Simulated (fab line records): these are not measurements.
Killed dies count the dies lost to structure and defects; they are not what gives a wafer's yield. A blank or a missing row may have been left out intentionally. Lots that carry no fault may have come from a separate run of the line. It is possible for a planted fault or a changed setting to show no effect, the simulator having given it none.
Struck lot and sound lot, side by side    flow sky130    18 out of 708 route steps
Sound: these wafers, L227.2, L227.3, L227.5. Struck: wafers L218.1, L218.3, L218.5. The cause is given at the end.
Per side, at each step with rows, come the tool, then ch with its chambers, and then its first start. Under that, the readings that differ: sound wafers    struck wafers    difference of the means    sigmas: that difference in standard deviations of wafers without a fault.
alike: same words and numbers on both sides, and readings whose means sit less than 2 such deviations apart. not compared: any withheld reading, any reading some wafer has no value for, any bound like >300 that may hide the same value, and any number with overlapping values for which the record gives no deviation.
The two part at a step that has a row with sigmas, a row that says differs or no value, or rows on one side only. Non-overlapping numbers with no deviation appear without sigmas and do not part them. Lack of a reading on every wafer of one side parts them only where that side has two or more wafers.

SKY_SONOS_ONO_OVL_MEAS_14:
  struck on overlay-02, day 14 22:29; sound on overlay-02, day 17 22:47
  alike: SONOS_ONO_OVL
SKY_SONOS_ONO_ETCH_15: etches the open film in CHF3/O2, target depth 19.52 nm, time 7.8 s.
  sound on rie diel-01 ch 0,2, day 17 22:49; struck on rie diel-04 ch 0,3, day 14 22:31
  alike: drypump motor current A, oes product au, throttle valve pct
  not compared: rf hours counter h
then, 1 step without rows for these wafers: SKY_SONOS_ONO_WET_ETCH_16 (etches SiO2 in dHF, target depth 14 nm, time 280 s).
SKY_SONOS_ONO_STRIP_17: strips in O2/N2.
  sound on plasma asher-03 ch 0,1, day 17 22:55; struck on plasma asher-01 ch 0,1, day 14 22:37
  alike: drypump motor current A, o2 flow sccm, oes product au, strip time to endpoint s
  not compared: rf hours counter h
then, 3 steps without rows for these wafers: SKY_SONOS_ONO_WET_ETCH_18 (etches Si3N4 in H3PO4, target depth 15 nm, time 172 s); SKY_GATE_OXIDE_CLEAN_00 (cleans in SC1/SC2, time 150 s); SKY_GATE_OXIDE_OXIDATION_01 (stabilise 600 s, purge 300 s, target thk 10.268 nm).
SKY_GATE_OXIDE_THK_MEAS_02:
  struck on film metro-02, day 15 01:37; sound on film metro-02, day 18 00:34
  alike: GATE_OXIDE_OXIDATION_00_THK
then, 4 steps without rows for these wafers: SKY_GATE_OXIDE_DEHYDRATE_03 (time 60 s); SKY_GATE_OXIDE_HMDS_04 (prime time 60 s); SKY_GATE_OXIDE_COAT_05 (resist thk 1140 nm); SKY_GATE_OXIDE_SOFTBAKE_06 (time 60 s).
SKY_GATE_OXIDE_EXPOSE_07: exposes mask LVOM, target cd 600 nm.
  sound on iline stepper-02 ch 0, day 18 15:49; struck on iline stepper-01 ch 0, day 15 15:59
reading                             sound                    struck                difference  sigmas
model.GATE_OXIDE.overlay x nm (nm)  -0.4647 -0.4647 -0.4647  -92.39 -92.39 -92.39  -91.93      
  alike: mask
then, 2 steps without rows for these wafers: SKY_GATE_OXIDE_PEB_08; SKY_GATE_OXIDE_DEVELOP_09 (develop time 60 s).
SKY_GATE_OXIDE_OVL_MEAS_10:
  struck on overlay-02, day 16 05:28; sound on overlay-01, day 19 07:01
reading              sound        struck             difference  sigmas
GATE_OXIDE_OVL (nm)  0.7 1.1 0.5  -92.1 -93.8 -92.3  -93.5       -78
then, 2 steps without rows for these wafers: SKY_GATE_OXIDE_IMPLANT_11; SKY_PAD_OPEN_PROBE_99.

WHERE THEY PART
Only at SKY_GATE_OXIDE_OVL_MEAS_10, as far as this record shows.

WHY: what had been put in by the simulator
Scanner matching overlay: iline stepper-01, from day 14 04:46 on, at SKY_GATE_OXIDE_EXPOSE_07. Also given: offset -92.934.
